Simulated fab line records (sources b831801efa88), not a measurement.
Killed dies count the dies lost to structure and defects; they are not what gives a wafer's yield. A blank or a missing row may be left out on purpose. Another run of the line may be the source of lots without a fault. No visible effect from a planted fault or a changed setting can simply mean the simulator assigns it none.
fab line records	flow sfq-line
[record] lots = 5	wafers = 23
route steps=325 shown L0@6 L0V@17 M0@29 I0@47 M1@59
start-h: the number of hours between the record's first day and the start of the first shown wafer of the lot	wait-h: hours from the lot's prior step to this one	" repeats the value in the row above	L1.1+2: several wafers, shown together as one row	- no value present, or no start provided	* or withheld: withheld	< > ~ a bound
route shown NAME@n: NAME is a module with steps in the file, n the number in the route of the first one	usual: mean/standard deviation taken from wafers without a fault	same: alike in all rows	chamber/n: place in a boat	sites: the reading at each site	_std_site: standard deviation of those values	_edge_site: the outer-site mean with the inner-site mean subtracted	radius-mm: how far each site lies from the wafer's centre	mask NAME#n: copy n	behind: the most recent tool/chamber to have shaped the wafer	hold: why the lot was held/for how many hours/how that ended	device: names the non-switching transistor (n, p or np)	end of line: the tests these same wafers got at the end of their route	a step given without rows: its recipe and nothing more	killed: count of dies lost to structure and defects at first sort (not the wafer's yield)	map: shows each die of a wafer: x if killed, . if not, _ if none is there
set.NAME: the run value of the setting; set.NAME@STEP: its run value at that earlier step	model.NAME: the simulator's own value behind a step, which no gauge read
lots whose settings were changed on purpose; a table a step, a row a wafer
[[steps]]
[step SFQ_TRILAYER_L0_LITHO_COAT_010]
[recipe] resist = BARC	spin-rpm = 3000	resist-thk-nm = 62
lot.wafer	tool	chamber	start-h	wait-h	set.resist-thk-nm	model.BARC_of_TRILAYER_L0_LITHO_COAT_010.thk-nm
L077.1	litho-track-04	0	27.74	0.1	63.13	62.97
L077.2	"	0	"	"	62	61.88
L077.3	"	0	"	"	62	61.99
L077.4	"	0	"	"	63.13	63.08
L077.5	"	0	"	"	62	61.93
L079.1	litho-track-03	0	37.74	0.1	63.32	63.25
L079.2	"	0	"	"	63.32	63.22
L079.3	"	0	"	"	62	61.82
L079.5	"	0	"	"	62	61.89
L079.6	"	0	"	"	62	61.9
L080.1	litho-track-01	0	42.74	0.1	60.5	60.25
L080.2	"	0	"	"	62	61.93
L080.3	"	0	"	"	62	61.92
L080.4	"	0	"	"	60.5	60.31
L080.6	"	0	"	"	60.5	60.44
L081.2	litho-track-04	0	47.79	0.1	62	61.96
L081.3	"	0	"	"	62	62.19
L081.4	"	0	"	"	62	62.17
L081.5	"	0	"	"	62	62.23
L081.6	"	0	"	"	62	62.09
L083.2	litho-track-01	0	57.79	0.1	62	61.97
L083.4	"	0	"	"	62	61.96
L083.5	"	0	"	"	62	61.94
[step SFQ_TRILAYER_L0_LITHO_COAT_005]
[recipe] resist = KrF	spin-rpm = 3000	resist-thk-nm = 600
lot.wafer	tool	chamber	start-h	wait-h	set.spin-rpm	model.KrF_of_TRILAYER_L0_LITHO_COAT_005.thk-nm
L077.1	litho-track-04	0	28.04	0.2	3000	602
L077.2	"	0	"	"	3000	600.7
L077.3	"	0	"	"	3000	603.6
L077.4	"	0	"	"	3062	596
L077.5	"	0	"	"	3062	595.5
L079.1	litho-track-03	0	38.04	0.2	3000	599.8
L079.2	"	0	"	"	3000	598.7
L079.3	"	0	"	"	3000	598.8
L079.5	"	0	"	"	3000	598.6
L079.6	"	0	"	"	3000	597.9
L080.1	litho-track-01	0	43.04	0.2	3000	600.9
L080.2	"	0	"	"	3113	588.2
L080.3	"	0	"	"	3113	589.6
L080.4	"	0	"	"	3113	587.7
L080.6	"	0	"	"	3000	601.1
L081.2	litho-track-04	0	48.09	0.2	3000	601.1
L081.3	"	0	"	"	3000	603
L081.4	"	0	"	"	3000	600.7
L081.5	"	0	"	"	3000	601.8
L081.6	"	0	"	"	3000	600.2
L083.2	litho-track-01	0	58.09	0.2	3000	598.3
L083.4	"	0	"	"	3000	599
L083.5	"	0	"	"	3000	599.3
[step SFQ_TRILAYER_L0_LITHO_SOFTBAKE_009]
[recipe] temp-c = withheld	time-s = withheld	resist = KrF
[step SFQ_TRILAYER_L0_LITHO_EXPOSE_006]
[recipe] mask-id = L0	na = 0.6	source-shape = conventional	sigma-outer = 0.65	target-cd-nm = 2000	dose-mj = 14.18
[step SFQ_TRILAYER_L0_LITHO_PEB_008]
[recipe] peb-temp-c = 115	peb-time-s = 60	resist = KrF
[step SFQ_TRILAYER_L0_LITHO_DEVELOP_007]
[recipe] time-s = 60	resist = KrF
[step SFQ_TRILAYER_L0_BARC_OPEN_METAL_ETCH_010]
[recipe] mask-material = PR	chemistry = O2	target-depth-nm = 125	target = BARC	icp-w = 600	bias-w = 80	pressure-mtorr = 10	time-s = 41.7
lot.wafer	tool	chamber	start-h	wait-h	set.spin-rpm@TRILAYER_L0_LITHO_COAT_005	model.KrF_of_TRILAYER_L0_LITHO_COAT_005.thk-nm
L077.1	rie-metal-04	1	54.08	0.1	3000	524.7
L077.2	"	0	"	"	3000	522.1
L077.3	"	1	"	"	3000	526.5
L077.4	"	0	"	"	3062	517.8
L077.5	"	1	"	"	3062	518.2
L079.1	rie-metal-01	0	66.93	0.1	3000	523
L079.2+3	"	1	"	"	3000	522.2
L079.5	"	0	"	"	3000	522.3
L079.6	"	1	"	"	3000	521.3
L080.1	rie-metal-03	0	72.93	0.1	3000	523.8
L080.2	"	1	"	"	3113	511.6
L080.3	"	1	"	"	3113	513.1
L080.4	"	0	"	"	3113	510.2
L080.6	"	0	"	"	3000	524.1
L081.2	rie-metal-04	0	77.73	0.1	3000	523.9
L081.3	"	0	"	"	3000	525.7
L081.4	"	1	"	"	3000	524.2
L081.5	"	0	"	"	3000	525
L081.6	"	1	"	"	3000	523.7
L083.2	rie-metal-04	0	82.53	0.1	3000	521.1
L083.4	"	0	"	"	3000	521.6
L083.5	"	0	"	"	3000	522.1
[step SFQ_TRILAYER_L0_VIA_LITHO_COAT_018]
[recipe] resist = BARC	spin-rpm = 3000	resist-thk-nm = 62
lot.wafer	tool	chamber	start-h	wait-h	set.resist-thk-nm	model.BARC_of_TRILAYER_L0_VIA_LITHO_COAT_018.thk-nm
L077.1	litho-track-02	0	55.13	0.2	64.14	63.69
L077.2	"	0	"	"	62	61.69
L077.3	"	0	"	"	64.14	63.89
L077.4	"	0	"	"	62	61.74
L077.5	"	0	"	"	62	61.63
L079.1	litho-track-02	0	67.84	0.0	59.32	59.21
L079.2	"	0	"	"	59.32	59.31
L079.3	"	0	"	"	62	62.02
L079.5	"	0	"	"	62	62.04
L079.6	"	0	"	"	59.32	59.24
L080.1	litho-track-04	0	73.84	0.0	62	61.83
L080.2	"	0	"	"	62	61.86
L080.3	"	0	"	"	58.98	58.8
L080.4	"	0	"	"	62	62
L080.6	"	0	"	"	58.98	59.01
L081.2	litho-track-04	0	78.69	0.1	62	62.15
L081.3	"	0	"	"	64.6	64.98
L081.4	"	0	"	"	64.6	64.81
L081.5	"	0	"	"	62	62.09
L081.6	"	0	"	"	64.6	64.67
L083.2	litho-track-02	0	83.49	0.1	62	62.02
L083.4	"	0	"	"	62	61.94
L083.5	"	0	"	"	62	62.07
[step SFQ_TRILAYER_L0_VIA_LITHO_PEB_016]
[recipe] peb-temp-c = 115	peb-time-s = 60	resist = KrF
lot.wafer	tool	chamber	start-h	wait-h	set.peb-temp-c
L077.1+5	litho-track-01	0	118.43	1.0	117
L077.2+3+4	"	0	"	"	115
L079.1+5+6	litho-track-04	0	-	-	115
L079.2+3	"	0	"	"	118.5
L080.1+2+3+4+6	litho-track-04	0	137.63	1.0	115
L081.2+3+4+5+6	litho-track-01	0	143.65	0.8	115
L083.2+4+5	litho-track-04	0	150.85	0.8	115
[step SFQ_TRILAYER_L0_VIA_LITHO_DEVELOP_015]
[recipe] time-s = 60	resist = KrF
[step SFQ_TRILAYER_L0_VIA_BARC_OPEN_VIA_ETCH_021]
[recipe] mask-material = PR	chemistry = O2	target-depth-nm = 125	target = BARC	source-w = 509.7	bias-w = 80	pressure-mtorr = 30	time-s = 41.7
[usual] oes-product-au = 0.685/0.0044
lot.wafer	tool	chamber	start-h	wait-h	set.resist-thk-nm@TRILAYER_L0_VIA_LITHO_COAT_018	set.peb-temp-c@TRILAYER_L0_VIA_LITHO_PEB_016	oes-product-au	model.L0V.cd-nm
L077.1	rie-diel-01	2	118.77	0.0	64.14	117	0.691	737.1
L077.2	"	0	"	"	62	115	0.684	701.4
L077.3	"	3	"	"	64.14	115	0.701	703.5
L077.4	"	1	"	"	62	115	0.685	703.4
L077.5	"	2	"	"	62	117	0.685	735.8
L079.1	rie-diel-04	3	133.45	0.0	59.32	115	0.676	701.2
L079.2	"	2	"	"	59.32	118.5	0.667	757.5
L079.3	"	1	"	"	62	118.5	0.682	756.8
L079.5	"	0	"	"	62	115	0.683	699.8
L079.6	"	3	"	"	59.32	115	0.669	700.7
L080.1	rie-diel-04	1	137.97	0.0	62	115	0.682	698
L080.2	"	0	"	"	62	115	0.686	698.3
L080.3	"	2	"	"	58.98	115	0.675	699.1
L080.4	"	3	"	"	62	115	0.682	697.9
L080.6	"	1	"	"	58.98	115	0.671	697.6
L081.2	rie-diel-01	2	143.97	0.0	62	115	0.680	698.7
L081.3	"	1	"	"	64.6	115	0.700	699.6
L081.4	"	3	"	"	64.6	115	0.705	700.4
L081.5	"	1	"	"	62	115	0.680	700.1
L081.6	"	0	"	"	64.6	115	0.697	699.8
L083.2	rie-diel-03	3	151.17	0.0	62	115	0.695	703.3
L083.4	"	1	"	"	62	115	0.685	702.3
L083.5	"	0	"	"	62	115	0.688	701.4
[step SFQ_TRILAYER_M0_DEP_SPUTTER_019]
[recipe] material = Nb	base-pressure-pa = 1.33e-06	chamber-pressure-pa = 0.1333	substrate-temp-c = 20	resputter-cathode-voltage-v = 400	target-thk-nm = 200	power-w = 2000	time-s = 133.3
lot.wafer	tool	chamber	start-h	wait-h	set.time-s	model.Nb_of_TRILAYER_M0_DEP_SPUTTER_019.thk-nm
L077.1	pvd-sputter-06	-	119.65	0.0	133.3	200.6
L077.2	"	-	"	"	133.3	205
L077.3	"	-	"	"	152.8	230.3
L077.4	"	-	"	"	133.3	200.9
L077.5	"	-	"	"	152.8	230.4
L079.1	pvd-sputter-05	-	134.33	0.0	133.3	204.3
L079.2	"	-	"	"	133.3	203.1
L079.3	"	-	"	"	133.3	205.3
L079.5	"	-	"	"	139.9	211.8
L079.6	"	-	"	"	139.9	213.8
L080.1	pvd-sputter-06	-	138.85	0.0	120.7	182.4
L080.2	"	-	"	"	133.3	201
L080.3	"	-	"	"	120.7	184.2
L080.4	"	-	"	"	133.3	203.9
L080.6	"	-	"	"	120.7	182.1
L081.2	pvd-sputter-04	-	145.45	0.0	153.2	231.3
L081.3	"	-	"	"	133.3	200.8
L081.4	"	-	"	"	153.2	231.8
L081.5	"	-	"	"	153.2	230.3
L081.6	"	-	"	"	133.3	203.8
L083.2	pvd-sputter-04	-	152.05	0.0	133.3	202.4
L083.4	"	-	"	"	133.3	202.8
L083.5	"	-	"	"	133.3	201.8
[step SFQ_M0_RS_MEAS_904]
[recipe] thk-meas-gauge = four-point-probe	reads = Nb_of_TRILAYER_M0_DEP_SPUTTER_019
[usual] M0_NB_RS = 0.884/0.0098
lot.wafer	tool	chamber	start-h	wait-h	set.time-s@TRILAYER_M0_DEP_SPUTTER_019	M0_NB_RS[ohm/sq]
L077.1	film-metro-01	-	119.74	0.0	133.3	0.886
L077.2	"	-	"	"	133.3	0.868
L077.3	"	-	"	"	152.8	0.773
L077.4	"	-	"	"	133.3	0.885
L077.5	"	-	"	"	152.8	0.769
L079.1	film-metro-03	-	134.42	0.0	133.3	0.869
L079.2	"	-	"	"	133.3	0.875
L079.3	"	-	"	"	133.3	0.866
L079.5	"	-	"	"	139.9	0.839
L079.6	"	-	"	"	139.9	0.828
L080.1	film-metro-01	-	138.94	0.0	120.7	0.977
L080.2	"	-	"	"	133.3	0.885
L080.3	"	-	"	"	120.7	0.967
L080.4	"	-	"	"	133.3	0.873
L080.6	"	-	"	"	120.7	0.980
L081.2	film-metro-01	-	145.56	0.1	153.2	0.768
L081.3	"	-	"	"	133.3	0.887
L081.4	"	-	"	"	153.2	0.768
L081.5	"	-	"	"	153.2	0.773
L081.6	"	-	"	"	133.3	0.875
L083.2	film-metro-03	-	152.16	0.1	133.3	0.877
L083.4	"	-	"	"	133.3	0.876
L083.5	"	-	"	"	133.3	0.880
[step SFQ_TRILAYER_M0_LITHO_COAT_026]
[recipe] resist = BARC	spin-rpm = 3000	resist-thk-nm = 62
lot.wafer	tool	chamber	start-h	wait-h	set.spin-rpm	model.BARC_of_TRILAYER_M0_LITHO_COAT_026.thk-nm
L077.1	litho-track-02	0	119.92	0.1	2894	62.9
L077.2	"	0	"	"	3000	61.86
L077.3	"	0	"	"	2894	62.63
L077.4	"	0	"	"	3000	61.84
L077.5	"	0	"	"	2894	63.1
L079.1	litho-track-03	0	134.60	0.1	3197	60.17
L079.2	"	0	"	"	3000	61.98
L079.3	"	0	"	"	3197	59.88
L079.5	"	0	"	"	3197	60.08
L079.6	"	0	"	"	3000	61.83
L080.1	litho-track-02	0	139.12	0.1	3000	61.62
L080.2	"	0	"	"	3000	61.72
L080.3	"	0	"	"	3000	61.81
L080.4	"	0	"	"	3184	59.84
L080.6	"	0	"	"	3184	59.68
L081.2	litho-track-03	0	145.77	0.1	3000	62.32
L081.3	"	0	"	"	3000	62.23
L081.4	"	0	"	"	3000	62.38
L081.5	"	0	"	"	3000	62.33
L081.6	"	0	"	"	3000	62.34
L083.2	litho-track-02	0	152.37	0.1	3000	61.92
L083.4	"	0	"	"	3000	61.82
L083.5	"	0	"	"	3000	61.96
[step SFQ_TRILAYER_M0_BARC_OPEN_METAL_ETCH_031]
[recipe] mask-material = PR	chemistry = O2	target-depth-nm = 125	target = BARC	icp-w = 600	bias-w = 80	pressure-mtorr = 10	time-s = 41.7
lot.wafer	tool	chamber	start-h	wait-h	set.icp-w	model.KrF_of_TRILAYER_M0_LITHO_COAT_021.thk-nm
L077.1	rie-metal-03	0	196.49	0.0	644.3	518.6
L077.2	"	1	"	"	644.3	518.7
L077.3	"	1	"	"	644.3	-
L077.4	"	0	"	"	600	522.8
L077.5	"	1	"	"	600	-
L079.1	rie-metal-02	1	209.69	0.0	660.4	521.2
L079.2	"	0	"	"	600	525.8
L079.3	"	1	"	"	660.4	520.5
L079.5	"	1	"	"	600	523.6
L079.6	"	0	"	"	600	527.4
L080.1+3+6	rie-metal-04	0,1,1	217.44	0.0	600	-
L080.2	"	1	"	"	600	522.7
L080.4	"	0	"	"	600	524
L081.2+5	rie-metal-02	1	227.04	0.0	636.9	-
L081.3	"	0	"	"	636.9	522.6
L081.4	"	1	"	"	600	-
L081.6	"	0	"	"	600	526.3
L083.2	rie-metal-02	0	234.24	0.0	600	522.2
L083.4	"	1	"	"	600	523.4
L083.5	"	1	"	"	600	522.6
[step SFQ_TRILAYER_M0_ETCH_METAL_ETCH_024]
[recipe] target = Nb	stop-on = SiO2	mask-material = PR	chemistry = Cl2/Ar	target-depth-nm = 240	icp-w = 600	bias-w = 80	pressure-mtorr = 10	time-s = 120
[usual] oes-product-au = 0.898/0.0074
lot.wafer	tool	chamber	start-h	wait-h	set.time-s@TRILAYER_M0_DEP_SPUTTER_019	oes-product-au
L077.1	rie-metal-03	0	196.55	0.0	133.3	0.901
L077.2	"	1	"	"	133.3	0.903
L077.3	"	1	"	"	152.8	0.973
L077.4	"	0	"	"	133.3	0.898
L077.5	"	1	"	"	152.8	0.969
L079.1	rie-metal-02	1	209.75	0.0	133.3	0.906
L079.2	"	0	"	"	133.3	0.899
L079.3	"	1	"	"	133.3	0.908
L079.5	"	1	"	"	139.9	0.925
L079.6	"	0	"	"	139.9	0.919
L080.1	rie-metal-04	0	217.50	0.0	120.7	0.855
L080.2	"	1	"	"	133.3	0.904
L080.3	"	1	"	"	120.7	0.850
L080.4	"	0	"	"	133.3	0.901
L080.6	"	1	"	"	120.7	0.849
L081.2	rie-metal-02	1	227.10	0.0	153.2	0.975
L081.3	"	0	"	"	133.3	0.902
L081.4	"	1	"	"	153.2	0.977
L081.5	"	1	"	"	153.2	0.967
L081.6	"	0	"	"	133.3	0.903
L083.2	rie-metal-02	0	234.30	0.0	133.3	0.895
L083.4	"	1	"	"	133.3	0.903
L083.5	"	1	"	"	133.3	0.904
[step SFQ_TRILAYER_I0_VIA_LITHO_COAT_036]
[recipe] resist = BARC	spin-rpm = 3000	resist-thk-nm = 62
lot.wafer	tool	chamber	start-h	wait-h	set.resist-thk-nm	model.BARC_of_TRILAYER_I0_VIA_LITHO_COAT_036.thk-nm
L077.1	litho-track-02	0	202.47	1.0	64.5	64.21
L077.2	"	0	"	"	62	62.06
L077.3	"	0	"	"	64.5	64.19
L077.4	"	0	"	"	64.5	64.25
L077.5	"	0	"	"	62	61.72
L079.1	litho-track-01	0	215.53	1.1	62	62.15
L079.2	"	0	"	"	62	61.9
L079.3	"	0	"	"	60.87	61.08
L079.5	"	0	"	"	60.87	60.97
L079.6	"	0	"	"	60.87	60.71
L080.1	litho-track-02	0	222.80	1.0	62	61.82
L080.2	"	0	"	"	62	62.01
L080.3	"	0	"	"	65.38	65.15
L080.4	"	0	"	"	65.38	65.46
L080.6	"	0	"	"	65.38	65.14
L081.2	litho-track-02	0	233.05	0.8	62	61.91
L081.3	"	0	"	"	62	61.99
L081.4	"	0	"	"	62	61.79
L081.5	"	0	"	"	62	61.85
L081.6	"	0	"	"	62	62.03
L083.2	litho-track-03	0	243.33	0.8	62	61.85
L083.4	"	0	"	"	62	61.88
L083.5	"	0	"	"	62	62.09
[step SFQ_TRILAYER_I0_VIA_LITHO_PEB_034]
[recipe] peb-temp-c = 115	peb-time-s = 60	resist = KrF
lot.wafer	tool	chamber	start-h	wait-h	set.peb-temp-c
L077.1+2	litho-track-03	0	236.03	1.0	112.5
L077.3+4+5	"	0	"	"	115
L079.1+5	litho-track-03	0	249.23	1.0	117.9
L079.2+3+6	"	0	"	"	115
L080.1+4+6	litho-track-03	0	257.63	1.0	111.9
L080.2+3	"	0	"	"	115
L081.2+3	litho-track-01	0	267.06	0.8	115
L081.4+5+6	"	0	"	"	113.7
L083.2+4+5	litho-track-02	0	283.08	0.8	115
[step SFQ_TRILAYER_I0_VIA_LITHO_DEVELOP_033]
[recipe] time-s = 60	resist = KrF
[step SFQ_TRILAYER_I0_VIA_BARC_OPEN_VIA_ETCH_046]
[recipe] mask-material = PR	chemistry = O2	target-depth-nm = 125	target = BARC	source-w = 500	bias-w = 80	pressure-mtorr = 30	time-s = 41.7
lot.wafer	tool	chamber	start-h	wait-h	set.peb-temp-c@TRILAYER_I0_VIA_LITHO_PEB_034	model.I0.cd-nm
L077.1	rie-diel-04	1	236.37	0.0	112.5	450.6
L077.2	"	0	"	"	112.5	449.6
L077.3	"	3	"	"	115	499.6
L077.4	"	1	"	"	115	499.1
L077.5	"	3	"	"	115	498.9
L079.1	rie-diel-02	0	249.57	0.0	117.9	543.9
L079.2	"	3	"	"	115	497.4
L079.3	"	2	"	"	115	498.1
L079.5	"	2	"	"	117.9	545.3
L079.6	"	3	"	"	115	497.1
L080.1	rie-diel-02	1	257.97	0.0	111.9	436.1
L080.2	"	2	"	"	115	498.6
L080.3	"	3	"	"	115	498.3
L080.4	"	0	"	"	111.9	434.7
L080.6	"	1	"	"	111.9	437.3
L081.2	rie-diel-02	2	267.37	0.0	115	500.5
L081.3	"	3	"	"	115	500.9
L081.4	"	0	"	"	113.7	476.6
L081.5	"	0	"	"	113.7	475.5
L081.6	"	1	"	"	113.7	476.5
L083.2	rie-diel-02	1	283.39	0.0	115	500.7
L083.4	"	0	"	"	115	498.2
L083.5	"	0	"	"	115	499.2
[step SFQ_TRILAYER_I0_VIA_ETCH_VIA_ETCH_034]
[recipe] target = SiO2	stop-on = Nb	mask-material = PR	taper-deg = 20	chemistry = CHF3	target-depth-nm = 260	source-w = 500	bias-w = 80	pressure-mtorr = 30	time-s = withheld
lot.wafer	tool	chamber	start-h	wait-h	set.peb-temp-c@TRILAYER_I0_VIA_LITHO_PEB_034	model.I0.cd-nm
L077.1	rie-diel-04	1	236.41	0.0	112.5	450.4
L077.2	"	0	"	"	112.5	450.3
L077.3	"	3	"	"	115	497.7
L077.4	"	1	"	"	115	497.9
L077.5	"	3	"	"	115	497.1
L079.1	rie-diel-02	0	249.61	0.0	117.9	543.5
L079.2	"	3	"	"	115	497.6
L079.3	"	2	"	"	115	497.4
L079.5	"	2	"	"	117.9	545.6
L079.6	"	3	"	"	115	496.4
L080.1	rie-diel-02	1	258.01	0.0	111.9	436.6
L080.2	"	2	"	"	115	498.8
L080.3	"	3	"	"	115	498
L080.4	"	0	"	"	111.9	435.4
L080.6	"	1	"	"	111.9	437.2
L081.2	rie-diel-02	2	267.41	0.0	115	500.9
L081.3	"	3	"	"	115	501.6
L081.4	"	0	"	"	113.7	478.9
L081.5	"	0	"	"	113.7	477.8
L081.6	"	1	"	"	113.7	477
L083.2	rie-diel-02	1	283.43	0.0	115	501.8
L083.4	"	0	"	"	115	498.4
L083.5	"	0	"	"	115	500.1
[step SFQ_TRILAYER_M1_DEP_SPUTTER_037]
[recipe] material = Nb	base-pressure-pa = 1.33e-06	chamber-pressure-pa = 0.1333	substrate-temp-c = 20	resputter-cathode-voltage-v = 400	target-thk-nm = 200	power-w = 2000	time-s = 133.3
lot.wafer	tool	chamber	start-h	wait-h	set.power-w	model.Nb_of_TRILAYER_M1_DEP_SPUTTER_037.thk-nm
L077.1+2	pvd-sputter-06	-	237.33	0.0	2140	212.4
L077.3	"	-	"	"	2000	199.7
L077.4	"	-	"	"	2000	199.3
L077.5	"	-	"	"	2140	211.9
L079.1	pvd-sputter-03	-	250.53	0.0	2178	218.8
L079.2	"	-	"	"	2178	213.5
L079.3	"	-	"	"	2000	198.1
L079.5	"	-	"	"	2000	196.7
L079.6	"	-	"	"	2178	217.9
L080.1	pvd-sputter-04	-	258.93	0.0	2000	199.2
L080.2	"	-	"	"	2000	201.1
L080.3	"	-	"	"	2000	198.9
L080.4	"	-	"	"	2000	200.3
L080.6	"	-	"	"	2000	200.1
L081.2	pvd-sputter-04	-	268.34	0.0	2000	199.9
L081.3	"	-	"	"	2000	201.2
L081.4	"	-	"	"	2235	222.1
L081.5	"	-	"	"	2235	223.9
L081.6	"	-	"	"	2000	202
L083.2	pvd-sputter-04	-	284.35	0.0	2000	204
L083.4	"	-	"	"	2000	202.7
L083.5	"	-	"	"	2000	204.8
[step SFQ_M1_RS_MEAS_909]
[recipe] thk-meas-gauge = four-point-probe	reads = Nb_of_TRILAYER_M1_DEP_SPUTTER_037
[usual] M1_NB_RS = 0.890/0.0092
lot.wafer	tool	chamber	start-h	wait-h	set.power-w@TRILAYER_M1_DEP_SPUTTER_037	M1_NB_RS[ohm/sq]
L077.1	film-metro-04	-	237.42	0.0	2140	0.838
L077.2	"	-	"	"	2140	0.833
L077.3	"	-	"	"	2000	0.888
L077.4	"	-	"	"	2000	0.891
L077.5	"	-	"	"	2140	0.836
L079.1	film-metro-04	-	250.62	0.0	2178	0.811
L079.2	"	-	"	"	2178	0.832
L079.3	"	-	"	"	2000	0.895
L079.5	"	-	"	"	2000	0.903
L079.6	"	-	"	"	2178	0.814
L080.1	film-metro-02	-	259.02	0.0	2000	0.894
L080.2	"	-	"	"	2000	0.888
L080.3	"	-	"	"	2000	0.897
L080.4	"	-	"	"	2000	0.891
L080.6	"	-	"	"	2000	0.892
L081.2	film-metro-03	-	268.45	0.1	2000	0.887
L081.3	"	-	"	"	2000	0.882
L081.4	"	-	"	"	2235	0.799
L081.5	"	-	"	"	2235	0.791
L081.6	"	-	"	"	2000	0.880
L083.2	film-metro-02	-	284.46	0.1	2000	0.874
L083.4	"	-	"	"	2000	0.880
L083.5	"	-	"	"	2000	0.871
[[key]]
[split] step = SFQ_TRILAYER_L0_LITHO_COAT_010	setting = resist-thk-nm	stated = 62	by = wafer
[response] step = SFQ_TRILAYER_L0_LITHO_COAT_010	reading = model.BARC_of_TRILAYER_L0_LITHO_COAT_010.thk-nm	change = +0.639	per = 1%	r = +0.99
[split] step = SFQ_TRILAYER_L0_LITHO_COAT_005	setting = spin-rpm	stated = 3000	by = wafer
[response] step = SFQ_TRILAYER_L0_LITHO_COAT_005	reading = model.KrF_of_TRILAYER_L0_LITHO_COAT_005.thk-nm	change = -3.27	per = 1%	r = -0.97
[response] step = SFQ_TRILAYER_L0_BARC_OPEN_METAL_ETCH_010	reading = model.KrF_of_TRILAYER_L0_LITHO_COAT_005.thk-nm	change = -3.24	per = 1%	r = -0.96
[split] step = SFQ_TRILAYER_L0_VIA_LITHO_COAT_018	setting = resist-thk-nm	stated = 62	by = wafer
[response] step = SFQ_TRILAYER_L0_VIA_LITHO_COAT_018	reading = model.BARC_of_TRILAYER_L0_VIA_LITHO_COAT_018.thk-nm	change = +0.628	per = 1%	r = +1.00
[response] step = SFQ_TRILAYER_L0_VIA_BARC_OPEN_VIA_ETCH_021	reading = oes-product-au	change = +0.00315	per = 1%	r = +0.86
[split] step = SFQ_TRILAYER_L0_VIA_LITHO_PEB_016	setting = peb-temp-c	stated = 115	by = wafer
[response] step = SFQ_TRILAYER_L0_VIA_BARC_OPEN_VIA_ETCH_021	reading = model.L0V.cd-nm	change = +18.8	per = 1%	r = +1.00
[split] step = SFQ_TRILAYER_M0_DEP_SPUTTER_019	setting = time-s	stated = 133.3	by = wafer
[response] step = SFQ_TRILAYER_M0_DEP_SPUTTER_019	reading = model.Nb_of_TRILAYER_M0_DEP_SPUTTER_019.thk-nm	change = +1.94	per = 1%	r = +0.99
[response] step = SFQ_M0_RS_MEAS_904	reading = M0_NB_RS	change = -0.00788	per = 1%	r = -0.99
[response] step = SFQ_TRILAYER_M0_ETCH_METAL_ETCH_024	reading = oes-product-au	change = +0.00482	per = 1%	r = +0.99
[split] step = SFQ_TRILAYER_M0_LITHO_COAT_026	setting = spin-rpm	stated = 3000	by = wafer
[response] step = SFQ_TRILAYER_M0_LITHO_COAT_026	reading = model.BARC_of_TRILAYER_M0_LITHO_COAT_026.thk-nm	change = -0.298	per = 1%	r = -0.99
[split] step = SFQ_TRILAYER_M0_BARC_OPEN_METAL_ETCH_031	setting = icp-w	stated = 600	by = wafer
[response] step = SFQ_TRILAYER_M0_BARC_OPEN_METAL_ETCH_031	reading = model.KrF_of_TRILAYER_M0_LITHO_COAT_021.thk-nm	change = -0.502	per = 1%	r = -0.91
[split] step = SFQ_TRILAYER_I0_VIA_LITHO_COAT_036	setting = resist-thk-nm	stated = 62	by = wafer
[response] step = SFQ_TRILAYER_I0_VIA_LITHO_COAT_036	reading = model.BARC_of_TRILAYER_I0_VIA_LITHO_COAT_036.thk-nm	change = +0.6	per = 1%	r = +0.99
[split] step = SFQ_TRILAYER_I0_VIA_LITHO_PEB_034	setting = peb-temp-c	stated = 115	by = wafer
[response] step = SFQ_TRILAYER_I0_VIA_BARC_OPEN_VIA_ETCH_046	reading = model.I0.cd-nm	change = +21.5	per = 1%	r = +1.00
[response] step = SFQ_TRILAYER_I0_VIA_ETCH_VIA_ETCH_034	reading = model.I0.cd-nm	change = +21.2	per = 1%	r = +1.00
[split] step = SFQ_TRILAYER_M1_DEP_SPUTTER_037	setting = power-w	stated = 2000	by = wafer
[response] step = SFQ_TRILAYER_M1_DEP_SPUTTER_037	reading = model.Nb_of_TRILAYER_M1_DEP_SPUTTER_037.thk-nm	change = +1.95	per = 1%	r = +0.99
[response] step = SFQ_M1_RS_MEAS_909	reading = M1_NB_RS	change = -0.00798	per = 1%	r = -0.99
